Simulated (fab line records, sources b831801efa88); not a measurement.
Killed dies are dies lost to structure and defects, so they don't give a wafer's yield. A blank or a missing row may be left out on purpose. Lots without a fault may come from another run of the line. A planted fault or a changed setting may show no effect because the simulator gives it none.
fab line records | flow gf180mcu
record lots=5 wafers=15 last_day=32
route steps=602 shown M4@460 V4@476
lots that met no fault: from a run of the same line without faults
start_h: hours from the record's first day to the start of the lot's first wafer shown | wait_h: hours since the lot's step before | " the same as in the row above | L1.1+2: a row that stands for several wafers | - no value, or no start given | * or withheld: withheld | < > ~ a bound
route shown NAME@n: a module of which the file shows steps, and the number in the route of the first | usual: mean/standard deviation of fault-free wafers | same: alike in all rows | chamber/n: place in a boat | sites: the reading at each site | _std_site: their standard deviation | _edge_site: outer sites' mean less inner sites' | radius_mm: how far each site lies from the wafer's centre | mask NAME#n: copy n | behind: the tool/chamber that last shaped the wafer | hold: why the lot was held/for how many hours/how that ended | device: the transistor (n, p or np) that didn't switch | end of line: the same wafers' tests at the end of the route | a step without rows: its recipe alone | killed: dies lost to structure and defects at the first sort, not the wafer's yield | map: a wafer's dies, x killed, . not, _ none there
set.NAME: the setting as run; set.NAME@STEP: as run at that earlier step | model.NAME: the simulator's own value behind a step, which no gauge read
lots at some steps of the route; a table a step, a row a wafer
services: from which hour (start_h, from the record's first day; less than 0 if before it) a tool's chamber was out of use, for how many hours, and why
## steps
# step GF_M4_SPUTTER_04
# recipe material=TiN target_thk_nm=50 power_w=6500 time_s=41.7 chamber_pressure_pa=0.4
# usual throttle_valve_pct=30.5/0.79
# columns lot.wafer tool chamber start_h wait_h throttle_valve_pct
L077.1 pvd_sputter-03 - 536.90 0.0 30.1
L077.4 " - " " 31.6
L077.6 " - " " 30.0
L079.2 pvd_sputter-02 - 554.69 0.0 31.1
L079.5 " - " " 30.7
L079.6 " - " " 30.5
L082.1 pvd_sputter-03 - 590.00 0.0 31.3
L082.3 " - " " 29.6
L082.6 " - " " 31.5
L084.2 pvd_sputter-01 - 603.84 0.0 28.6
L084.4 " - " " 31.7
L084.5 " - " " 28.9
L088.2 pvd_sputter-01 - 641.28 0.0 30.4
L088.4 " - " " 31.6
L088.5 " - " " 29.3
# step GF_M4_RS_MEAS_05
# recipe thk_meas_gauge=four-point-probe reads=TiN_of_M4_SPUTTER_04+Ti_of_M4_SPUTTER_03+AlCu_of_M4_SPUTTER_02+TiN_of_M4_SPUTTER_01+Ti_of_M4_SPUTTER_00
# usual M4_ALCU_RS=0.0692/0.00092
# columns lot.wafer tool chamber start_h wait_h M4_ALCU_RS[ohm/sq]
L077.1 film_metro-02 - 536.94 0.0 0.0685
L077.4 " - " " 0.0699
L077.6 " - " " 0.0687
L079.2 film_metro-04 - 554.75 0.0 0.0675
L079.5 " - " " 0.0679
L079.6 " - " " 0.0696
L082.1 film_metro-04 - 590.04 0.0 0.0691
L082.3 " - " " 0.0700
L082.6 " - " " 0.0709
L084.2 film_metro-01 - 603.90 0.0 0.0706
L084.4 " - " " 0.0693
L084.5 " - " " 0.0698
L088.2 film_metro-01 - 641.34 0.0 0.0705
L088.4 " - " " 0.0686
L088.5 " - " " 0.0695
# step GF_M4_THK_MEAS_06
# recipe thk_meas_gauge=xrf reads=AlCu_of_M4_SPUTTER_02
# usual M4_ALCU_THK=454/6.4
# columns lot.wafer tool chamber start_h wait_h M4_ALCU_THK[nm]
L077.1 film_metro-02 - 537.06 0.1 460
L077.4 " - " " 450
L077.6 " - " " 457
L079.2 film_metro-04 - 554.86 0.1 464
L079.5 " - " " 459
L079.6 " - " " 451
L082.1 film_metro-04 - 590.16 0.1 452
L082.3 " - " " 449
L082.6 " - " " 440
L084.2 film_metro-01 - 604.01 0.1 444
L084.4 " - " " 450
L084.5 " - " " 450
L088.2 film_metro-01 - 641.45 0.1 448
L088.4 " - " " 458
L088.5 " - " " 454
# step GF_M4_DEHYDRATE_07
# recipe temp_c=200 time_s=60
# columns lot.wafer tool chamber start_h wait_h
L077.1+4+6 litho_track-03 0 547.95 10.9
L079.2+5+6 litho_track-02 0 565.18 10.3
L082.1+3+6 litho_track-03 0 599.80 9.6
L084.2+4+5 litho_track-02 0 614.18 10.2
L088.2+4+5 litho_track-01 0 650.42 9.0
# step GF_M4_HMDS_08
# recipe prime_time_s=60 prime_temp_c=120
# columns lot.wafer tool chamber start_h wait_h
L077.1+4+6 litho_track-03 0 548.10 0.1
L079.2+5+6 litho_track-02 0 565.33 0.1
L082.1+3+6 litho_track-03 0 599.95 0.1
L084.2+4+5 litho_track-02 0 614.33 0.1
L088.2+4+5 litho_track-01 0 650.57 0.1
# step GF_M4_COAT_09
# recipe resist=KrF spin_rpm=withheld resist_thk_nm=1000
# columns lot.wafer tool chamber start_h wait_h
L077.1+4+6 litho_track-03 0 548.25 0.1
L079.2+5+6 litho_track-02 0 565.48 0.1
L082.1+3+6 litho_track-03 0 600.10 0.1
L084.2+4+5 litho_track-02 0 614.48 0.1
L088.2+4+5 litho_track-01 0 650.72 0.1
# step GF_M4_SOFTBAKE_10
# recipe temp_c=130 time_s=60 resist=KrF
# columns lot.wafer tool chamber start_h wait_h
L077.1+4+6 litho_track-03 0 548.40 0.1
L079.2+5+6 litho_track-02 0 565.63 0.1
L082.1+3+6 litho_track-03 0 600.25 0.1
L084.2+4+5 litho_track-02 0 614.63 0.1
L088.2+4+5 litho_track-01 0 650.87 0.1
# step GF_M4_EXPOSE_11
# recipe mask_id=Metal4 target_cd_nm=280 na=0.68 source_shape=conventional sigma_outer=0.6 dose_mj=28
# columns lot.wafer tool chamber start_h wait_h mask
L077.1+4+6 krf_scanner-01 0 - - Metal4#0
L079.2+5+6 krf_scanner-01 0 - - Metal4#0
L082.1+3+6 krf_scanner-01 0 - - Metal4#0
L084.2+4+5 krf_scanner-01 0 - - Metal4#0
L088.2+4+5 krf_scanner-02 0 - - Metal4#0
# step GF_M4_PEB_12
# recipe peb_temp_c=135 peb_time_s=90 resist=KrF
# columns lot.wafer tool chamber start_h wait_h
L077.1+4+6 litho_track-01 0 - -
L079.2+5+6 litho_track-03 0 - -
L082.1+3+6 litho_track-01 0 - -
L084.2+4+5 litho_track-02 0 - -
L088.2+4+5 litho_track-01 0 - -
# step GF_M4_DEVELOP_13
# recipe develop_time_s=60 dev_temp_c=21
# columns lot.wafer tool chamber start_h wait_h
L077.1+4+6 litho_track-01 0 558.65 0.2
L079.2+5+6 litho_track-03 0 576.03 0.2
L082.1+3+6 litho_track-01 0 610.35 0.2
L084.2+4+5 litho_track-02 0 623.98 0.2
L088.2+4+5 litho_track-01 0 660.07 0.2
# step GF_M4_CD_MEAS_14
# recipe target_cd_nm=280
# usual cd_nm=279.6/1.3
# columns lot.wafer tool chamber start_h wait_h cd_nm
L077.1 cd_sem-01 - 558.80 0.1 279.3
L077.4 " - " " 280.1
L077.6 " - " " 278.5
L079.2 cd_sem-02 - 576.17 0.1 279.5
L079.5 " - " " 278.8
L079.6 " - " " 280.8
L082.1 cd_sem-01 - 610.50 0.1 279.4
L082.3 " - " " 278.7
L082.6 " - " " 278.4
L084.2 cd_sem-01 - 624.13 0.1 279.2
L084.4 " - " " 280.2
L084.5 " - " " 278.8
L088.2 cd_sem-02 - 660.22 0.1 281.3
L088.4 " - " " 278.8
L088.5 " - " " 280.1
# step GF_M4_OVL_MEAS_15
# usual M4_OVL=1/5.1
# columns lot.wafer tool chamber start_h wait_h M4_OVL[nm]
L077.1 overlay-01 - 558.92 0.1 2
L077.4 " - " " 1
L077.6 " - " " 5
L079.2 overlay-01 - 576.28 0.1 0
L079.5 " - " " -3
L079.6 " - " " -6
L082.1 overlay-01 - 610.62 0.1 -3
L082.3 " - " " 6
L082.6 " - " " 5
L084.2 overlay-02 - 624.23 0.1 14
L084.4 " - " " 4
L084.5 " - " " 8
L088.2 overlay-01 - 660.32 0.1 13
L088.4 " - " " 5
L088.5 " - " " 10
# step GF_M4_METAL_ETCH_16
# recipe chemistry=Cl2/BCl3 mask_material=KrF target_depth_nm=627.5 stop_on=SiO2 pressure_mtorr=8 icp_w=800 bias_w=140 Cl2_flow_sccm=80 bcl3_flow_sccm=40 time_s=104.6
# usual drypump_motor_current_A=5.77/0.23 oes_product_au=0.974/0.0079 throttle_valve_pct=28.249/0.01
# columns lot.wafer tool chamber start_h wait_h drypump_motor_current_A oes_product_au rf_hours_counter_h throttle_valve_pct
L077.1 rie_metal-02 1 558.95 0.0 5.74 0.977 10 28.242
L077.4 " 1 " " 5.73 0.968 - 28.231
L077.6 " 1 " " 5.74 0.978 - 28.246
L079.2 rie_metal-04 0 576.31 0.0 6.06 0.981 10 28.237
L079.5 " 0 " " 6.07 0.970 - 28.236
L079.6 " 1 " " 5.77 0.963 - 28.276
L082.1 rie_metal-02 1 610.65 0.0 5.72 0.973 12 28.259
L082.3 " 0 " " 5.32 0.967 - 28.238
L082.6 " 0 " " 5.35 0.964 - 28.270
L084.2 rie_metal-04 0 624.26 0.0 6.08 0.971 11 28.255
L084.4 " 0 " " 6.04 0.972 - 28.257
L084.5 " 0 " " 6.06 0.972 - 28.251
L088.2 rie_metal-04 0 660.35 0.0 6.07 0.972 13 28.257
L088.4 " 1 " " 5.75 0.992 - 28.255
L088.5 " 0 " " 6.08 0.979 - 28.250
# step GF_M4_STRIP_17
# recipe chemistry=O2/N2 power_w=1400 pressure_mtorr=1500 platen_temp_c=250 o2_flow_sccm=3000 n2_flow_sccm=300 overash_fraction=0.5
# usual drypump_motor_current_A=5.4/0.48 heater_power_w=325/23 oes_product_au=0.558/0.0045 strip_time_to_endpoint_s=7.86/0.041
# columns lot.wafer tool chamber start_h wait_h drypump_motor_current_A heater_power_w oes_product_au rf_hours_counter_h strip_time_to_endpoint_s
L077.1 plasma_asher-02 1 559.18 0.2 5.9 311 0.555 88 7.90
L077.4 " 0 " " 5.2 373 0.556 - 7.87
L077.6 " 1 " " 5.9 317 0.562 - 7.90
L079.2 plasma_asher-04 1 576.42 0.1 6.0 301 0.556 11 7.83
L079.5 " 1 " " 6.0 304 0.560 - 7.88
L079.6 " 0 " " 5.1 327 0.566 - 7.82
L082.1 plasma_asher-04 0 610.76 0.1 5.1 337 0.560 14 7.84
L082.3 " 0 " " 5.0 335 0.551 - 7.82
L082.6 " 0 " " 5.0 330 0.556 - 7.81
L084.2 plasma_asher-02 1 624.37 0.1 6.0 315 0.557 95 7.91
L084.4 " 0 " " 5.2 365 0.568 - 7.91
L084.5 " 0 " " 5.2 368 0.561 - 7.90
L088.2 plasma_asher-02 0 660.46 0.1 5.3 365 0.560 97 7.91
L088.4 " 1 " " 6.0 312 0.554 - 7.84
L088.5 " 1 " " 6.0 315 0.559 - 7.91
# step GF_M4_STRIP_18
# recipe chemistry=post_etch_residue_remover time_s=1200 temp_c=72.5
# usual temp_c=72.51/0.12
# columns lot.wafer tool chamber start_h wait_h temp_c
L077.1 wet_bench-02 0 559.28 0.1 72.56
L077.4 " 0 " " 72.59
L077.6 " 0 " " 72.54
L079.2 wet_bench-04 3 576.52 0.1 72.32
L079.5 " 3 " " 72.48
L079.6 " 3 " " 72.37
L082.1 wet_bench-02 3 610.86 0.1 72.42
L082.3 " 3 " " 72.41
L082.6 " 3 " " 72.36
L084.2 wet_bench-02 0 624.47 0.1 72.27
L084.4 " 0 " " 72.43
L084.5 " 0 " " 72.50
L088.2 wet_bench-01 3 660.56 0.1 72.51
L088.4 " 3 " " 72.31
L088.5 " 3 " " 72.60
# step GF_M4_CLEAN_19
# recipe chemistry=DIW dry=n2_spin
# columns lot.wafer tool chamber start_h wait_h
L077.1+4+6 wet_bench-01 2 559.65 0.0
L079.2+5+6 wet_bench-02 3 576.89 0.0
L082.1+3+6 wet_bench-04 0 611.55 0.0
L084.2+4+5 wet_bench-04 3 624.82 0.0
L088.2+4+5 wet_bench-04 2 660.94 0.0
# step GF_V4_CVD_00
# recipe material=SiO2 target_thk_nm=600 sigma_open_frac=0.3 temp_c=400 time_s=100 sih4_flow_sccm=60 pressure_mtorr=6
# usual pressure_mtorr=6.000/0.011
# columns lot.wafer tool chamber start_h wait_h pressure_mtorr
L077.1 hdpcvd-02 0 559.75 0.0 6.016
L077.4 " 1 " " 6.007
L077.6 " 2 " " 5.994
L079.2 hdpcvd-01 1 576.98 0.0 6.002
L079.5 " 0 " " 5.992
L079.6 " 2 " " 5.977
L082.1 hdpcvd-01 2 611.64 0.0 6.007
L082.3 " 0 " " 5.989
L082.6 " 1 " " 6.008
L084.2 hdpcvd-01 2 624.91 0.0 6.000
L084.4 " 2 " " 6.016
L084.5 " 0 " " 5.981
L088.2 hdpcvd-01 2 661.12 0.0 5.991
L088.4 " 0 " " 5.996
L088.5 " 1 " " 6.008
# step GF_V4_THK_MEAS_01
# recipe reads=SiO2_of_V4_CVD_00
# usual V4_CVD_00_THK=597/7.2
# columns lot.wafer tool chamber start_h wait_h V4_CVD_00_THK[nm]
L077.1 film_metro-02 - 559.82 0.0 598
L077.4 " - " " 592
L077.6 " - " " 589
L079.2 film_metro-01 - 577.07 0.0 593
L079.5 " - " " 591
L079.6 " - " " 601
L082.1 film_metro-01 - 611.71 0.0 605
L082.3 " - " " 592
L082.6 " - " " 600
L084.2 film_metro-03 - 624.99 0.0 605
L084.4 " - " " 611
L084.5 " - " " 599
L088.2 film_metro-02 - 661.20 0.0 598
L088.4 " - " " 591
L088.5 " - " " 589
# step GF_V4_CVD_02
# recipe material=SiO2 target_thk_nm=850 precursor=TEOS temp_c=400 time_s=94.851 rf_w=600
# usual heater_power_outer_w=381/51 heater_power_w=654/62
# columns lot.wafer tool chamber start_h wait_h heater_power_outer_w heater_power_w
L077.1 pecvd-02 2 559.88 0.1 403 668
L077.4 " 0 " " 336 531
L077.6 " 1 " " 332 635
L079.2 pecvd-03 2 577.12 0.0 480 786
L079.5 " 2 " " 346 627
L079.6 " 1 " " 353 569
L082.1 pecvd-02 2 611.77 0.1 435 715
L082.3 " 0 " " 315 517
L082.6 " 2 " " 334 556
L084.2 pecvd-01 0 625.04 0.0 405 680
L084.4 " 2 " " 360 693
L084.5 " 0 " " 417 719
L088.2 pecvd-02 2 661.25 0.0 447 700
L088.4 " 0 " " 398 639
L088.5 " 2 " " 331 552
# step GF_V4_THK_MEAS_03
# recipe reads=SiO2_of_V4_CVD_02
# usual V4_CVD_02_THK=848/15
# columns lot.wafer tool chamber start_h wait_h V4_CVD_02_THK[nm]
L077.1 film_metro-02 - 559.95 0.0 844
L077.4 " - " " 862
L077.6 " - " " 853
L079.2 film_metro-02 - 577.19 0.0 845
L079.5 " - " " 862
L079.6 " - " " 852
L082.1 film_metro-03 - 611.84 0.0 829
L082.3 " - " " 840
L082.6 " - " " 827
L084.2 film_metro-02 - 625.17 0.1 854
L084.4 " - " " 856
L084.5 " - " " 866
L088.2 film_metro-03 - 661.33 0.0 817
L088.4 " - " " 872
L088.5 " - " " 842
# step GF_V4_CMP_04
# recipe material=SiO2 down_force_psi=4 platen_rpm=60 pad_velocity_m_s=0.94248
# usual motor_current_A=11.8/0.84 time_to_endpoint_s=74/7.5
# columns lot.wafer tool chamber start_h wait_h motor_current_A time_to_endpoint_s
L077.1 cmp-02 3 560.06 0.1 12.1 84
L077.4 " 0 " " 13.4 76
L077.6 " 2 " " 11.5 74
L079.2 cmp-01 2 577.34 0.1 11.6 68
L079.5 " 0 " " 13.1 75
L079.6 " 1 " " 11.9 74
L082.3 cmp-01 1 611.90 0.0 10.9 76
L082.1 " 0 " " 12.1 69
L082.6 " 2 " " 11.4 69
L084.2 cmp-02 3 625.27 0.1 12.9 79
L084.4 " 0 " " 13.3 70
L084.5 " 3 " " 12.3 88
L088.4 cmp-02 2 661.38 0.0 11.5 72
L088.2 " 3 " " 12.7 68
L088.5 " 3 " " 13.1 75
# step GF_V4_BOW_MEAS_05
# recipe mode=bow
# usual V4_BOW=134/8.3
# columns lot.wafer tool chamber start_h wait_h V4_BOW[um]
L077.1 film_metro-01 - 560.31 0.2 136
L077.4 " - " " 135
L077.6 " - " " 130
L079.2 film_metro-01 - 577.56 0.2 125
L079.5 " - " " 123
L079.6 " - " " 137
L082.1 film_metro-03 - 612.20 0.1 138
L082.3 " - " " 134
L082.6 " - " " 139
L084.2 film_metro-01 - 625.54 0.2 134
L084.4 " - " " 136
L084.5 " - " " 135
L088.2 film_metro-02 - 661.70 0.2 128
L088.4 " - " " 141
L088.5 " - " " 140
# step GF_V4_DEHYDRATE_06
# recipe temp_c=200 time_s=60
# columns lot.wafer tool chamber start_h wait_h
L077.1+4+6 litho_track-04 0 570.80 10.5
L079.2+5+6 litho_track-04 0 587.23 9.6
L082.1+3+6 litho_track-03 0 621.70 9.5
L084.2+4+5 litho_track-01 0 635.07 9.5
L088.2+4+5 litho_track-03 0 670.82 9.1
# step GF_V4_HMDS_07
# recipe prime_time_s=60 prime_temp_c=120
# columns lot.wafer tool chamber start_h wait_h
L077.1+4+6 litho_track-04 0 570.95 0.1
L079.2+5+6 litho_track-04 0 587.38 0.1
L082.1+3+6 litho_track-03 0 621.85 0.1
L084.2+4+5 litho_track-01 0 635.22 0.1
L088.2+4+5 litho_track-03 0 670.97 0.1
# step GF_V4_COAT_08
# recipe resist=BARC temp_c=withheld time_s=withheld spin_rpm=withheld resist_thk_nm=withheld
# columns lot.wafer tool chamber start_h wait_h
L077.1+4+6 litho_track-04 0 571.10 0.1
L079.2+5+6 litho_track-04 0 587.53 0.1
L082.1+3+6 litho_track-03 0 622.00 0.1
L084.2+4+5 litho_track-01 0 635.37 0.1
L088.2+4+5 litho_track-03 0 671.12 0.1
# step GF_V4_COAT_09
# recipe resist=KrF spin_rpm=withheld resist_thk_nm=1000
# columns lot.wafer tool chamber start_h wait_h
L077.1+4+6 litho_track-04 0 - -
L079.2+5+6 litho_track-04 0 - -
L082.1+3+6 litho_track-03 0 - -
L084.2+4+5 litho_track-01 0 - -
L088.2+4+5 litho_track-03 0 - -
# step GF_V4_SOFTBAKE_10
# recipe temp_c=130 time_s=60 resist=KrF
# columns lot.wafer tool chamber start_h wait_h
L077.1+4+6 litho_track-04 0 - -
L079.2+5+6 litho_track-04 0 - -
L082.1+3+6 litho_track-03 0 - -
L084.2+4+5 litho_track-01 0 - -
L088.2+4+5 litho_track-03 0 - -
# step GF_V4_EXPOSE_11
# recipe mask_id=Via4 target_cd_nm=260 na=0.68 source_shape=conventional sigma_outer=0.6 dose_mj=38
# columns lot.wafer tool chamber start_h wait_h mask
L077.1+4+6 krf_scanner-02 0 - - Via4#0
L079.2+5+6 krf_scanner-01 0 - - Via4#0
L082.1+3+6 krf_scanner-02 0 - - Via4#0
L084.2+4+5 krf_scanner-01 0 - - Via4#0
L088.2+4+5 krf_scanner-01 0 - - Via4#0
# step GF_V4_PEB_12
# recipe peb_temp_c=135 peb_time_s=90 resist=KrF
# columns lot.wafer tool chamber start_h wait_h
L077.1+4+6 litho_track-01 0 - -
L079.2+5+6 litho_track-04 0 - -
L082.1+3+6 litho_track-03 0 - -
L084.2+4+5 litho_track-01 0 - -
L088.2+4+5 litho_track-03 0 - -
# step GF_V4_DEVELOP_13
# recipe develop_time_s=60 resist=KrF dev_temp_c=21
# columns lot.wafer tool chamber start_h wait_h
L077.1+4+6 litho_track-01 0 582.05 0.2
L079.2+5+6 litho_track-04 0 597.93 0.2
L082.1+3+6 litho_track-03 0 632.80 0.2
L084.2+4+5 litho_track-01 0 644.52 0.2
L088.2+4+5 litho_track-03 0 680.82 0.2
# step GF_V4_CD_MEAS_14
# recipe target_cd_nm=260
# usual cd_nm=260.7/1.5
# columns lot.wafer tool chamber start_h wait_h cd_nm
L077.1 cd_sem-02 - 582.20 0.1 257.8
L077.4 " - " " 257.9
L077.6 " - " " 258.7
L079.2 cd_sem-01 - 598.07 0.1 259.1
L079.5 " - " " 259.2
L079.6 " - " " 259.4
L082.1 cd_sem-02 - 632.95 0.1 261.4
L082.3 " - " " 261.4
L082.6 " - " " 261.1
L084.2 cd_sem-02 - 644.67 0.1 262.7
L084.4 " - " " 262.8
L084.5 " - " " 262.0
L088.2 cd_sem-01 - 680.97 0.1 259.6
L088.4 " - " " 260.1
L088.5 " - " " 259.9
# step GF_V4_OVL_MEAS_15
# usual V4_OVL=1/5.1
# columns lot.wafer tool chamber start_h wait_h V4_OVL[nm]
L077.1 overlay-01 - 582.32 0.1 2
L077.4 " - " " 4
L077.6 " - " " 5
L079.2 overlay-02 - 598.18 0.1 -8
L079.5 " - " " -2
L079.6 " - " " -7
L082.1 overlay-02 - 633.07 0.1 2
L082.3 " - " " -6
L082.6 " - " " -4
L084.2 overlay-01 - 644.77 0.1 10
L084.4 " - " " 3
L084.5 " - " " 2
L088.2 overlay-01 - 681.08 0.1 -6
L088.4 " - " " 3
L088.5 " - " " 2
# step GF_V4_ETCH_16
# recipe chemistry=N2/H2 target_depth_a=withheld overetch_a=withheld time_s=withheld target=BARC ion_energy_ev=200 source_w=500 bias_w=100 pressure_mtorr=30 n2_flow_sccm=100 h2_flow_sccm=200
# usual drypump_motor_current_A=5.8/0.44 oes_product_au=0.854/0.0047 throttle_valve_pct=13.223/0.0096
# columns lot.wafer tool chamber start_h wait_h drypump_motor_current_A oes_product_au throttle_valve_pct
L077.1 rie_diel-04 1 582.35 0.0 5.6 0.852 13.226
L077.4 " 2 " " 6.1 0.851 13.221
L077.6 " 0 " " 6.0 0.850 13.233
L079.2 rie_diel-02 3 598.21 0.0 6.0 0.853 13.214
L079.5 " 0 " " 5.2 0.854 13.222
L079.6 " 1 " " 6.5 0.847 13.237
L082.1 rie_diel-02 3 633.11 0.0 6.0 0.855 13.222
L082.3 " 2 " " 6.4 0.855 13.232
L082.6 " 0 " " 5.2 0.865 13.215
L084.2 rie_diel-02 3 644.80 0.0 6.0 0.861 13.218
L084.4 " 2 " " 6.4 0.857 13.229
L084.5 " 2 " " 6.4 0.858 13.201
L088.2 rie_diel-02 3 681.11 0.0 6.0 0.857 13.211
L088.4 " 2 " " 6.4 0.849 13.227
L088.5 " 2 " " 6.4 0.853 13.230
# step GF_V4_ETCH_17
# recipe chemistry=C4F8/O2/Ar mask_material=KrF target=SiO2 stop_on=TiN source_w=1500 bias_w=1200 pressure_mtorr=40 c4f8_flow_sccm=withheld O2_flow_sccm=6 Ar_flow_sccm=300 time_s=withheld target_depth_a=6300
# usual oes_product_au=0.865/0.0052
# columns lot.wafer tool chamber start_h wait_h oes_product_au
L077.1 rie_diel-04 1 - - 0.876
L077.4 " 2 " " 0.865
L077.6 " 0 " " 0.856
L079.2 rie_diel-02 3 - - 0.864
L079.5 " 0 " " 0.862
L079.6 " 1 " " 0.863
L082.1 rie_diel-02 3 - - 0.875
L082.3 " 2 " " 0.863
L082.6 " 0 " " 0.868
L084.2 rie_diel-02 3 - - 0.861
L084.4 " 2 " " 0.857
L084.5 " 2 " " 0.867
L088.2 rie_diel-02 3 - - 0.873
L088.4 " 2 " " 0.872
L088.5 " 2 " " 0.865
# step GF_V4_STRIP_18
# recipe chemistry=O2/N2 power_w=1400 pressure_mtorr=1500 platen_temp_c=250 o2_flow_sccm=3000 n2_flow_sccm=300 overash_fraction=0.5
# usual drypump_motor_current_A=5.6/0.4 heater_power_w=334/22 oes_product_au=0.593/0.0051
# columns lot.wafer tool chamber start_h wait_h drypump_motor_current_A heater_power_w oes_product_au rf_hours_counter_h
L077.1 plasma_asher-01 0 582.48 - 5.6 346 0.600 81
L077.4 " 0 " " 5.6 344 0.590 -
L077.6 " 1 " " 6.1 355 0.590 -
L079.2 plasma_asher-02 0 598.34 - 5.3 368 0.591 92
L079.5 " 1 " " 6.0 311 0.587 -
L079.6 " 0 " " 5.3 367 0.594 -
L082.1 plasma_asher-02 1 633.23 - 6.0 315 0.603 95
L082.3 " 1 " " 5.9 311 0.601 -
L082.6 " 0 " " 5.2 364 0.586 -
L084.2 plasma_asher-04 1 644.93 - 6.0 300 0.595 18
L084.4 " 0 " " 5.0 336 0.599 -
L084.5 " 0 " " 5.0 336 0.600 -
L088.2 plasma_asher-02 0 681.23 - 5.3 368 0.603 100
L088.4 " 1 " " 6.0 315 0.597 -
L088.5 " 0 " " 5.2 362 0.593 -
# step GF_V4_STRIP_19
# recipe chemistry=post_etch_residue_remover time_s=1200 temp_c=72.5
# usual temp_c=72.47/0.12
# columns lot.wafer tool chamber start_h wait_h temp_c
L077.1 wet_bench-01 0 582.58 0.1 72.34
L077.4 " 0 " " 72.52
L077.6 " 0 " " 72.43
L079.2 wet_bench-01 0 598.44 0.1 72.53
L079.5 " 0 " " 72.56
L079.6 " 0 " " 72.31
L082.1 wet_bench-03 1 633.33 0.1 72.74
L082.3 " 1 " " 72.62
L082.6 " 1 " " 72.56
L084.2 wet_bench-03 2 645.03 0.1 72.53
L084.4 " 2 " " 72.62
L084.5 " 2 " " 72.51
L088.2 wet_bench-03 1 681.33 0.1 72.16
L088.4 " 1 " " 72.29
L088.5 " 1 " " 72.31
# step GF_V4_CLEAN_20
# recipe chemistry=DIW dry=n2_spin
# columns lot.wafer tool chamber start_h wait_h
L077.1+4+6 wet_bench-04 3 582.92 0.0
L079.2+5+6 wet_bench-04 1 598.81 0.0
L082.1+3+6 wet_bench-01 1 634.02 0.0
L084.2+4+5 wet_bench-04 1 645.71 0.0
L088.2+4+5 wet_bench-03 2 681.68 0.0
# step GF_V4_SPUTTER_21
# recipe material=Ti target_thk_nm=15 chamber_pressure_pa=5 power_w=2500 substrate_temp_c=200 time_s=80.02
# usual throttle_valve_pct=30.4/1.1
# columns lot.wafer tool chamber start_h wait_h throttle_valve_pct
L077.1 pvd_sputter-04 - 583.02 0.0 30.4
L077.4 " - " " 30.4
L077.6 " - " " 28.9
L079.2 pvd_sputter-04 - 598.90 0.0 29.2
L079.5 " - " " 30.3
L079.6 " - " " 28.9
L082.1 pvd_sputter-01 - 634.12 0.0 29.3
L082.3 " - " " 31.6
L082.6 " - " " 30.0
L084.2 pvd_sputter-01 - 645.90 0.0 31.8
L084.4 " - " " 28.5
L084.5 " - " " 31.8
L088.2 pvd_sputter-04 - 681.77 0.0 30.4
L088.4 " - " " 32.5
L088.5 " - " " 29.2
# step GF_V4_SPUTTER_22
# recipe material=TiN target_thk_nm=10 chamber_pressure_pa=5 power_w=4000 time_s=40
# usual throttle_valve_pct=30.4/1.1
# columns lot.wafer tool chamber start_h wait_h throttle_valve_pct
L077.1 pvd_sputter-04 - 583.08 0.0 30.7
L077.4 " - " " 30.2
L077.6 " - " " 28.9
L079.2 pvd_sputter-04 - 598.96 0.0 28.7
L079.5 " - " " 30.2
L079.6 " - " " 29.0
L082.1 pvd_sputter-01 - 634.18 0.0 29.2
L082.3 " - " " 31.8
L082.6 " - " " 30.2
L084.2 pvd_sputter-01 - 645.96 0.0 31.7
L084.4 " - " " 28.5
L084.5 " - " " 31.7
L088.2 pvd_sputter-04 - 681.83 0.0 30.3
L088.4 " - " " 32.1
L088.5 " - " " 28.9
# step GF_V4_CVD_23
# recipe material=W target_thk_nm=350 time_s=104.9 temp_c=400 pressure_torr=40
# usual heater_power_outer_w=481/64 heater_power_w=813/88
# columns lot.wafer tool chamber start_h wait_h heater_power_outer_w heater_power_w
L077.1 cvd_w-01 1 583.12 0.0 505 805
L077.4 " 1 " " 506 816
L077.6 " 1 " " 498 817
L079.2 cvd_w-02 1 599.00 0.0 506 840
L079.5 " 0 " " 545 907
L079.6 " 1 " " 517 821
L082.1 cvd_w-01 0 634.22 0.0 381 700
L082.3 " 1 " " 502 796
L082.6 " 1 " " 498 817
L084.2 cvd_w-02 0 646.00 0.0 560 951
L084.4 " 1 " " 506 865
L084.5 " 1 " " 500 823
L088.2 cvd_w-01 1 681.87 0.0 512 819
L088.4 " 0 " " 384 704
L088.5 " 0 " " 371 698
# step GF_V4_RS_MEAS_24
# recipe thk_meas_gauge=four-point-probe reads=W_of_V4_CVD_23+TiN_of_V4_SPUTTER_22+Ti_of_V4_SPUTTER_21
# usual V4_W_RS=0.327/0.0049
# columns lot.wafer tool chamber start_h wait_h V4_W_RS[ohm/sq]
L077.1 film_metro-02 - 583.23 0.1 0.335
L077.4 " - " " 0.332
L077.6 " - " " 0.333
L079.2 film_metro-01 - 599.13 0.1 0.324
L079.5 " - " " 0.333
L079.6 " - " " 0.321
L082.1 film_metro-02 - 634.33 0.1 0.331
L082.3 " - " " 0.331
L082.6 " - " " 0.331
L084.2 film_metro-01 - 646.13 0.1 0.327
L084.4 " - " " 0.320
L084.5 " - " " 0.324
L088.2 film_metro-02 - 682.00 0.1 0.325
L088.4 " - " " 0.324
L088.5 " - " " 0.329
# step GF_V4_THK_MEAS_25
# recipe thk_meas_gauge=xrf reads=W_of_V4_CVD_23
# usual V4_W_THK=361/7.2
# columns lot.wafer tool chamber start_h wait_h V4_W_THK[nm]
L077.1 film_metro-02 - 583.35 0.1 360
L077.4 " - " " 365
L077.6 " - " " 364
L079.2 film_metro-01 - 599.24 0.1 361
L079.5 " - " " 352
L079.6 " - " " 366
L082.1 film_metro-02 - 634.45 0.1 366
L082.3 " - " " 364
L082.6 " - " " 364
L084.2 film_metro-01 - 646.24 0.1 363
L084.4 " - " " 372
L084.5 " - " " 364
L088.2 film_metro-02 - 682.11 0.1 369
L088.4 " - " " 371
L088.5 " - " " 366
## services
# columns tool chamber start_h hours kind
rie_diel-02 1 514.80 4.4 repair
cmp-02 - 531.89 0.6 repair
plasma_asher-02 - 538.58 2.8 pm
hdpcvd-01 0 538.72 6.2 repair
plasma_asher-04 - 550.33 14.6 pm
krf_scanner-02 - 552.38 1.3 pm
pvd_sputter-01 - 563.22 1.0 repair
cmp-02 - 565.62 0.5 repair
plasma_asher-02 - 574.57 1.5 repair
pecvd-02 - 575.04 2.5 repair
krf_scanner-02 - 575.06 1.0 pm
hdpcvd-01 1 579.11 8.0 repair
wet_bench-01 - 584.17 2.9 repair
krf_scanner-01 - 592.15 1.0 pm
krf_scanner-01 - 603.88 1.3 pm
hdpcvd-01 - 614.24 0.5 repair
rie_diel-02 1 620.88 7.3 repair
rie_diel-02 3 634.25 4.2 repair
plasma_asher-02 - 644.28 15.6 pm
hdpcvd-01 2 648.27 8.2 repair
krf_scanner-01 - 650.28 3.5 repair
pvd_sputter-04 - 673.27 2.7 repair
pvd_sputter-01 - 673.84 2.4 repair
krf_scanner-01 - 679.69 0.8 pm
## key
fault none
